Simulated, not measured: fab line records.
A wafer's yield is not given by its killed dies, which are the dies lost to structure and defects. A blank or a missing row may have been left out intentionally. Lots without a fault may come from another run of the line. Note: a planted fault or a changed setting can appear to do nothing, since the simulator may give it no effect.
fab line records ; flow gf180mcu
record: lots: 5; wafers: 14; last-day: 33
route steps=602 shown TOP_METAL@577 PASSIVATION@587
lots that met no fault: from a run of the same line without faults
start-h: hours from the record's opening day to when the first of the lot's shown wafers began ; wait-h: hours from the lot's prior step to this one ; " repeats the value in the row above ; L1.1+2: a single row standing in for several wafers ; - either no value or no given start ; * or withheld: withheld ; < > ~ a bound
route shown NAME@n: names a module that has steps shown in the file, with the first one's number in the route ; usual: average and standard deviation across the fault-free wafers ; same: alike in all rows ; chamber/n: place in a boat ; sites: per-site readings ; _std_site: standard deviation of those values ; _edge_site: inner sites' mean taken away from outer sites' mean ; radius-mm: for every site, how far away it sits from the centre of the wafer ; mask NAME#n: copy n ; behind: the most recent tool/chamber to have shaped the wafer ; hold: why the lot went on hold/how many hours it stayed there/how the hold came to an end ; device: transistor that didn't switch, given as n, p or np ; end of line: the route-end tests of the same wafers ; a step without rows: its recipe alone ; killed: at the first sort, the dies lost to defects and structure; wafer yield is something else ; map: a wafer's dies, x killed, . not, _ none there
set.NAME: the setting the step ran with; set.NAME@STEP: the setting that earlier step ran with ; model.NAME: the simulator's own value behind a step, which no gauge read
lots at some steps of the route; a table a step, a row a wafer
services: a tool's chamber out of use, with start hour (start-h, from the record's first day; less than 0 if before it), hours out, and reason
== steps ==
step: GF_TOP_METAL_SOFTBAKE_10
recipe: temp-c: 90; time-s: 60; resist: NOVOLAK
step: GF_TOP_METAL_EXPOSE_11
recipe: mask-id: MetalTop; target-cd-nm: 440; na: 0.6; source-shape: conventional; sigma-outer: 0.6; dose-mj: 170
step: GF_TOP_METAL_PEB_12
recipe: temp-c: withheld; time-s: *; resist: NOVOLAK
step: GF_TOP_METAL_DEVELOP_13
recipe: develop-time-s: 60; dev-temp-c: 23
step: GF_TOP_METAL_CD_MEAS_14
recipe: target-cd-nm: 440
usual: cd-nm: 438.6/2.5
lot.wafer;tool;chamber;start-h;wait-h;cd-nm
L427.2;cd-sem-02;-;657.31;0.1;434.4
L427.4;cd-sem-02;-;657.31;0.1;431.9
L427.5;cd-sem-02;-;657.31;0.1;434.2
L428.3;cd-sem-02;-;668.03;0.1;437.3
L428.4;cd-sem-02;-;668.03;0.1;438.1
L428.6;cd-sem-02;-;668.03;0.1;437.6
L435.1;cd-sem-02;-;716.53;0.1;441.1
L435.4;cd-sem-02;-;716.53;0.1;442.6
L439.2;cd-sem-01;-;739.25;0.1;436.0
L439.3;cd-sem-01;-;739.25;0.1;437.7
L439.6;cd-sem-01;-;739.25;0.1;437.2
L447.1;cd-sem-02;-;784.10;0.1;437.9
L447.2;cd-sem-02;-;784.10;0.1;435.8
L447.6;cd-sem-02;-;784.10;0.1;437.2
step: GF_TOP_METAL_OVL_MEAS_15
usual: TOP_METAL_OVL: -0.6/1.3
lot.wafer;tool;chamber;start-h;wait-h;TOP_METAL_OVL[nm]
L427.2;overlay-01;-;657.41;0.1;-1.5
L427.4;overlay-01;-;657.41;0.1;-0.7
L427.5;overlay-01;-;657.41;0.1;-2.9
L428.3;overlay-01;-;668.12;0.1;-1.7
L428.4;overlay-01;-;668.12;0.1;-0.1
L428.6;overlay-01;-;668.12;0.1;1.2
L435.1;overlay-01;-;716.65;0.1;-0.5
L435.4;overlay-01;-;716.65;0.1;-2.6
L439.2;overlay-02;-;739.36;0.1;-2.9
L439.3;overlay-02;-;739.36;0.1;-0.9
L439.6;overlay-02;-;739.36;0.1;-0.8
L447.1;overlay-01;-;784.22;0.1;-1.5
L447.2;overlay-01;-;784.22;0.1;-0.4
L447.6;overlay-01;-;784.22;0.1;-2.3
step: GF_TOP_METAL_METAL_ETCH_16
recipe: chemistry: Cl2/BCl3; mask-material: NOVOLAK; target-depth-nm: 1197; stop-on: SiO2; pressure-mtorr: 8; icp-w: 800; bias-w: 140; Cl2_flow_sccm: 80; bcl3-flow-sccm: 40; time-s: 199.5
usual: drypump-motor-current-A: 5.58/0.22; he-backside-leak-sccm: 3.4/0.38; oes-product-au: 0.985/0.0073; throttle-valve-pct: 28.237/0.011
lot.wafer;tool;chamber;start-h;wait-h;drypump-motor-current-A;he-backside-leak-sccm;oes-product-au;rf-hours-counter-h;throttle-valve-pct
L427.2;rie-metal-02;0;657.44;0.0;5.47;3.5;0.974;6;28.244
L427.4;rie-metal-02;1;657.44;0.0;5.83;3.3;0.979;-;28.237
L427.5;rie-metal-02;1;657.44;0.0;5.80;3.3;0.994;-;28.226
L428.3;rie-metal-04;1;668.20;0.1;5.83;3.1;0.981;-;28.245
L428.4;rie-metal-04;0;668.20;0.1;5.57;3.6;0.983;-;28.230
L428.6;rie-metal-04;0;668.20;0.1;5.54;3.5;0.991;-;28.236
L435.1;rie-metal-04;0;716.69;0.0;5.54;3.6;0.985;8;28.230
L435.4;rie-metal-04;1;716.69;0.0;5.83;3.1;0.993;-;28.215
L439.2;rie-metal-04;1;739.39;0.0;5.82;3.1;0.986;1;28.226
L439.3;rie-metal-04;1;739.39;0.0;5.84;3.1;0.982;-;28.225
L439.6;rie-metal-04;1;739.39;0.0;5.85;3.0;0.988;-;28.228
L447.1;rie-metal-04;0;784.25;0.0;5.55;3.4;0.996;13;28.233
L447.2;rie-metal-04;0;784.25;0.0;5.56;3.4;0.993;-;28.222
L447.6;rie-metal-04;0;784.25;0.0;5.53;3.5;0.990;-;28.237
step: GF_TOP_METAL_STRIP_17
recipe: chemistry: O2/N2; power-w: 1400; pressure-mtorr: 1500; platen-temp-c: 250; o2-flow-sccm: 3000; n2-flow-sccm: 300; overash-fraction: 0.5
usual: drypump-motor-current-A: 5.7/0.45; heater-power-w: 320/21; oes-product-au: 0.711/0.0046; strip-time-to-endpoint-s: 13.02/0.084
lot.wafer;tool;chamber;start-h;wait-h;drypump-motor-current-A;heater-power-w;oes-product-au;rf-hours-counter-h;strip-time-to-endpoint-s
L427.2;plasma-asher-04;1;657.63;0.1;4.9;294;0.709;58;13.17
L427.4;plasma-asher-04;0;657.63;0.1;6.2;324;0.711;-;12.96
L427.5;plasma-asher-04;0;657.63;0.1;6.2;325;0.707;-;12.92
L428.3;plasma-asher-02;0;668.37;0.1;5.6;345;0.710;-;13.09
L428.4;plasma-asher-02;1;668.37;0.1;5.7;335;0.714;-;13.00
L428.6;plasma-asher-02;1;668.37;0.1;5.6;336;0.704;-;13.04
L435.1;plasma-asher-01;0;716.88;0.1;6.0;279;0.708;111;12.98
L435.4;plasma-asher-01;0;716.88;0.1;6.0;271;0.715;-;12.98
L439.2;plasma-asher-02;0;739.58;0.1;5.6;343;0.710;95;12.94
L439.3;plasma-asher-02;0;739.58;0.1;5.6;346;0.708;-;12.99
L439.6;plasma-asher-02;1;739.58;0.1;5.6;333;0.706;-;13.01
L447.1;plasma-asher-02;1;784.64;0.3;5.6;334;0.708;99;12.86
L447.2;plasma-asher-02;0;784.64;0.3;5.6;338;0.705;99;12.96
L447.6;plasma-asher-02;1;784.64;0.3;5.6;341;0.713;-;12.93
step: GF_TOP_METAL_STRIP_18
recipe: chemistry: post-etch-residue-remover; time-s: 1200; temp-c: 72.5
step: GF_TOP_METAL_CLEAN_19
recipe: chemistry: DIW; dry: n2-spin
step: GF_PASSIVATION_CVD_00
recipe: material: SiO2; target-thk-nm: 1000; precursor: TEOS; temp-c: 400; time-s: 111.95; rf-w: 600
usual: heater-power-w: 644/100
lot.wafer;tool;chamber;start-h;wait-h;heater-power-w
L427.2;pecvd-04;1;658.17;0.0;768
L427.4;pecvd-04;0;658.17;0.0;578
L427.5;pecvd-04;1;658.17;0.0;640
L428.3;pecvd-04;1;669.21;0.0;744
L428.4;pecvd-04;2;669.21;0.0;576
L428.6;pecvd-04;0;669.21;0.0;544
L435.1;pecvd-01;1;717.45;0.0;844
L435.4;pecvd-01;2;717.45;0.0;594
L439.2;pecvd-04;1;740.12;0.0;752
L439.3;pecvd-04;0;740.12;0.0;506
L439.6;pecvd-04;1;740.12;0.0;806
L447.1;pecvd-01;0;785.17;0.0;716
L447.2;pecvd-01;1;785.17;0.0;822
L447.6;pecvd-01;0;785.17;0.0;571
step: GF_PASSIVATION_THK_MEAS_01
recipe: reads: SiO2_of_PASSIVATION_CVD_00
usual: PASSIVATION_CVD_00_THK: 1001/14
lot.wafer;tool;chamber;start-h;wait-h;PASSIVATION_CVD_00_THK[nm]
L427.2;film-metro-04;-;658.38;0.2;1022
L427.4;film-metro-04;-;658.38;0.2;1020
L427.5;film-metro-04;-;658.38;0.2;1028
L428.3;film-metro-02;-;669.31;0.1;999
L428.4;film-metro-02;-;669.31;0.1;1020
L428.6;film-metro-02;-;669.31;0.1;999
L435.1;film-metro-03;-;717.53;0.0;996
L435.4;film-metro-03;-;717.53;0.0;999
L439.2;film-metro-02;-;740.21;0.0;994
L439.3;film-metro-02;-;740.21;0.0;978
L439.6;film-metro-02;-;740.21;0.0;1015
L447.1;film-metro-04;-;785.25;0.0;986
L447.2;film-metro-04;-;785.25;0.0;1000
L447.6;film-metro-04;-;785.25;0.0;999
step: GF_PASSIVATION_CVD_02
recipe: material: Si3N4; target-thk-nm: 700; time-s: 486.18; temp-c: 400; rf-w: 450
usual: heater-power-w: 659/93
lot.wafer;tool;chamber;start-h;wait-h;heater-power-w;model.Si3N4_of_PASSIVATION_CVD_02.thk-nm
L427.2;pecvd-02;2;658.43;0.0;656;687.1
L427.4;pecvd-02;2;658.43;0.0;697;708.4
L427.5;pecvd-02;0;658.43;0.0;705;693.8
L428.3;pecvd-02;0;669.35;0.0;713;675
L428.4;pecvd-02;0;669.35;0.0;562;693.4
L428.6;pecvd-02;2;669.35;0.0;663;699.8
L435.1;pecvd-02;1;717.59;0.1;558;358.3
L435.4;pecvd-02;2;717.59;0.1;683;715
L439.2;pecvd-01;2;740.26;0.0;698;694.3
L439.3;pecvd-01;1;740.26;0.0;937;690.9
L439.6;pecvd-01;1;740.26;0.0;748;705.5
L447.1;pecvd-04;1;785.31;0.1;811;697.8
L447.2;pecvd-04;0;785.31;0.1;571;710.6
L447.6;pecvd-04;2;785.31;0.1;612;712.3
step: GF_PASSIVATION_THK_MEAS_03
recipe: reads: Si3N4_of_PASSIVATION_CVD_02
usual: PASSIVATION_CVD_02_THK: 702/11
lot.wafer;tool;chamber;start-h;wait-h;PASSIVATION_CVD_02_THK[nm]
L427.2;film-metro-02;-;658.72;0.2;687
L427.4;film-metro-02;-;658.72;0.2;709
L427.5;film-metro-02;-;658.72;0.2;694
L428.3;film-metro-04;-;669.65;0.2;675
L428.4;film-metro-04;-;669.65;0.2;693
L428.6;film-metro-04;-;669.65;0.2;699
L435.1;film-metro-03;-;717.87;0.1;358
L435.4;film-metro-03;-;717.87;0.1;714
L439.2;film-metro-03;-;740.56;0.2;694
L439.3;film-metro-03;-;740.56;0.2;690
L439.6;film-metro-03;-;740.56;0.2;705
L447.1;film-metro-03;-;785.59;0.1;698
L447.2;film-metro-03;-;785.59;0.1;711
L447.6;film-metro-03;-;785.59;0.1;712
step: GF_PASSIVATION_DEHYDRATE_04
recipe: temp-c: 200; time-s: 60
== services ==
tool;chamber;start-h;hours;kind
rie-metal-04;-;658.35;2.8;pm
rie-metal-02;1;659.11;-;clean
rie-metal-02;1;659.11;24.3;scheduled-down
rie-metal-02;1;659.11;24.3;vent-cycle
rie-metal-04;1;681.76;-;clean
rie-metal-04;1;681.76;26.0;scheduled-down
rie-metal-04;1;681.76;26.0;vent-cycle
plasma-asher-04;-;688.10;0.8;repair
pecvd-02;0;688.53;13.7;repair
plasma-asher-04;-;706.87;8.4;repair
rie-metal-04;-;709.24;0.4;repair
plasma-asher-01;-;733.75;9.0;pm
plasma-asher-01;0;733.75;9.0;vent-cycle
plasma-asher-01;1;733.75;9.0;vent-cycle
pecvd-02;1;741.75;5.7;repair
plasma-asher-01;0;742.75;-;clean
plasma-asher-01;1;742.75;-;clean
pecvd-01;-;743.33;14.6;pm
pecvd-01;-;759.47;2.5;repair
pecvd-01;-;764.23;0.9;repair
pecvd-01;1;765.79;10.0;repair
pecvd-02;-;766.17;0.5;repair
rie-metal-04;1;766.95;19.3;repair
pecvd-01;-;770.05;1.0;repair
== key ==
first-sign: step: GF_PASSIVATION_THK_MEAS_03; reading: PASSIVATION_CVD_02_THK; direction: down; sigmas: 31; usual: 702; struck: 358
effect none on later readings
model-effect: step: GF_PASSIVATION_CVD_02; value: Si3N4_of_PASSIVATION_CVD_02.thk-nm; without: 697.2; struck: 358.3
met-at GF_PASSIVATION_CVD_02
struck-wafers L435.1
onset-between 669.35 717.59
fault: kind: process-parameter-drift; tool: pecvd-02; chamber: -; onset-h: 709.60; steps: GF_PASSIVATION_CVD_02; channel: target-thk-nm; offset: -341.49; shape: step; end-h: 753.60; scope: struck-wafers-only; acts-in: these-recipes-only; stated: 700
